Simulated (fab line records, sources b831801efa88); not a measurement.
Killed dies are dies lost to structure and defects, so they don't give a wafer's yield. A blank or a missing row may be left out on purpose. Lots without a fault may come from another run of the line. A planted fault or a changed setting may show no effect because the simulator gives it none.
Which tool did it? | flow sky130 | 13 lots, 39 wafers sampled, at 4 steps of a route of 708

WHAT THE GAUGES READ, wafer by wafer
SKY_VIA2_OVL_MEAS_13. Usual: VIA2_OVL 1 nm, standard deviation 5.5.
lot  | measured     | on         | VIA2_OVL (nm) | flag
L591 | day 36 10:32 | overlay-01 | 5 4 9         |
L592 | day 36 14:20 | overlay-01 | 0 -2 -2       |
L595 | day 36 19:38 | overlay-02 | -3 5 -3       |
L594 | day 37 07:18 | overlay-02 | 0 3 -1        |
L597 | day 37 20:14 | overlay-02 | 0 -1 7        |
L598 | day 38 15:17 | overlay-02 | -3 2 -1       |
L599 | day 38 16:19 | overlay-02 | 16 18 8       |
L608 | day 41 11:30 | overlay-02 | 11 5 5        |
L609 | day 41 12:05 | overlay-02 | -2 -1 2       |
L610 | day 41 20:05 | overlay-02 | 7 5 10        |
L612 | day 42 08:41 | overlay-02 | -1 -1 8       |
L613 | day 42 15:03 | overlay-02 | 2 2 2         |
L614 | day 43 06:54 | overlay-02 | 0 -6 -3       |

SKY_CAPM_OVL_MEAS_12. Usual: CAPM_OVL -0.1 nm, standard deviation 1.5.
lot  | measured     | on         | CAPM_OVL (nm)  | flag
L591 | day 37 13:43 | overlay-01 | -0.2 1.4 -0.4  |
L592 | day 37 17:40 | overlay-02 | 1.5 1.5 -0.7   |
L595 | day 37 22:10 | overlay-02 | -1.6 -1.1 -1.2 |
L594 | day 38 09:52 | overlay-01 | 3.0 2.7 2.9    |
L608 | day 42 13:19 | overlay-02 | -0.7 -1.9 -1.4 |
L609 | day 42 14:10 | overlay-02 | -1.0 0.9 1.9   |
L610 | day 42 21:01 | overlay-02 | -0.5 -1.0 -0.4 |
L612 | day 43 10:34 | overlay-02 | 1.6 -0.5 1.3   |
L613 | day 43 16:01 | overlay-01 | -2.4 -3.6 -2.6 |
L614 | day 44 07:37 | overlay-01 | 0.7 -2.2 -0.8  |

WHICH TOOL RAN EACH LOT (tool, then ch and the chambers of the sampled wafers, then the start)
lot  | SKY_VIA2_CMP_24               | SKY_CAPM_CVD_00
L591 | cmp-01 ch 0,1,3, day 36 11:39 | pecvd-01 ch 0,2, day 36 12:06
L592 | cmp-01 ch 1,2, day 36 15:29   | pecvd-04 ch 1,2, day 36 15:56
L595 | cmp-01 ch 0,1,2, day 36 20:50 | pecvd-04 ch 0,2, day 36 21:14
L594 | cmp-02 ch 0,3, day 37 08:29   | pecvd-04 ch 0,1,2, day 37 08:53
L597 | cmp-02 ch 1,2,3, day 37 21:23 | -
L598 | cmp-02 ch 1,3, day 38 16:23   | -
L599 | cmp-02 ch 0,1,3, day 38 17:33 | -
L608 | cmp-02 ch 1,2,3, day 41 12:39 | pecvd-01 ch 0,1, day 41 13:03
L609 | cmp-01 ch 1,2,3, day 41 13:17 | pecvd-03 ch 1,2, day 41 13:38
L610 | cmp-01 ch 0,2, day 41 21:12   | pecvd-04 ch 1,2, day 41 21:39
L612 | cmp-02 ch 0,1,3, day 42 09:56 | pecvd-01 ch 0,1,2, day 42 10:14
L613 | cmp-02 ch 0,1,2, day 42 16:11 | pecvd-04 ch 0,1,2, day 42 16:38
L614 | cmp-01 ch 0,1,3, day 43 08:08 | pecvd-04 ch 1,2, day 43 08:29
- SKY_VIA2_CMP_24: polishes, stops on SiO2, t overpolish 20 s, target thk 0 nm.
- SKY_CAPM_CVD_00: deposits SiO2, target thk 15.5 nm.

WHAT THE TOOLS THEMSELVES READ (means of the sampled wafers that have a number; where no wafer has one, the mark that the record gives instead)
SKY_VIA2_CMP_24. Usual: edge_zone_pressure_frac 1.001, standard deviation 0.0047; head_pressure_psi 3.499 psi, standard deviation 0.0071; motor_current_A 11.7 A, standard deviation 1.1; overpolish_run_s 20.000 s, standard deviation 0.0088; slurry_filter_dp_kPa 13.52 kPa, standard deviation 0.13; time_to_endpoint_s 99 s, standard deviation 4.6.
lot  | tool   | edge_zone_pressure_frac | head_pressure_psi (psi) | motor_current_A (A) | overpolish_run_s (s) | slurry_filter_dp_kPa (kPa) | time_to_endpoint_s (s) | flag
L591 | cmp-01 | 1.001                   | 3.502                   | 10.9                | 20.001               | 13.60                      | 104                    |
L592 | cmp-01 | 1.005                   | 3.498                   | 12.2                | 20.004               | 13.44                      | 103                    |
L595 | cmp-01 | 1.005                   | 3.498                   | 11.6                | 19.992               | 13.53                      | 104                    |
L594 | cmp-02 | 1.002                   | 3.497                   | 12.7                | 20.009               | 13.61                      | 100                    |
L597 | cmp-02 | -                       | -                       | -                   | -                    | -                          | -                      | OFF
L598 | cmp-02 | -                       | -                       | -                   | -                    | -                          | -                      | OFF
L599 | cmp-02 | -                       | -                       | -                   | -                    | -                          | -                      | OFF
L608 | cmp-02 | 1.007                   | 3.503                   | 11.8                | 19.993               | 13.39                      | 97                     |
L609 | cmp-01 | 0.997                   | 3.493                   | 12.1                | 19.995               | 13.45                      | 102                    |
L610 | cmp-01 | 0.996                   | 3.514                   | 11.1                | 19.996               | 13.46                      | 93                     |
L612 | cmp-02 | 1.000                   | 3.497                   | 12.2                | 19.998               | 13.52                      | 101                    |
L613 | cmp-02 | 1.002                   | 3.501                   | 12.0                | 19.997               | 13.48                      | 93                     |
L614 | cmp-01 | 0.997                   | 3.503                   | 11.0                | 19.990               | 13.43                      | 97                     |

SKY_CAPM_CVD_00. Usual: heater_power_w 709 W, standard deviation 100.
lot  | tool     | heater_power_w (W) | flag
L591 | pecvd-01 | 766                |
L592 | pecvd-04 | 723                |
L595 | pecvd-04 | 680                |
L594 | pecvd-04 | 647                |
L608 | pecvd-01 | 745                |
L609 | pecvd-03 | 814                |
L610 | pecvd-04 | 711                |
L612 | pecvd-01 | 771                |
L613 | pecvd-04 | 653                |
L614 | pecvd-04 | 671                |

THE ANSWER, worked out from the rows above alone
Rule: a lot is off if the mean of its wafers that have a number lies more than 3 standard deviations from the usual mean. A lot without any number at a reading at which 4 lots or more have one is off too. The other lots that the step has rows for count as sound. The gauges are gone through in route order, then the tools' own readings, and for those a lot's mean is taken as printed above. The first step at which some lot is off is used, and at that step the reading that is off furthest; a lot without a number counts as furthest.
Off: L597, L598, L599, at SKY_VIA2_CMP_24 (edge_zone_pressure_frac). Without a number there: L597, L598, L599.
A tool fits if, at that step or a process step before it, it ran every lot that is off, and no sound lot after the first of them. None of those tried fits.

WHAT THE SIMULATOR HAD PUT IN
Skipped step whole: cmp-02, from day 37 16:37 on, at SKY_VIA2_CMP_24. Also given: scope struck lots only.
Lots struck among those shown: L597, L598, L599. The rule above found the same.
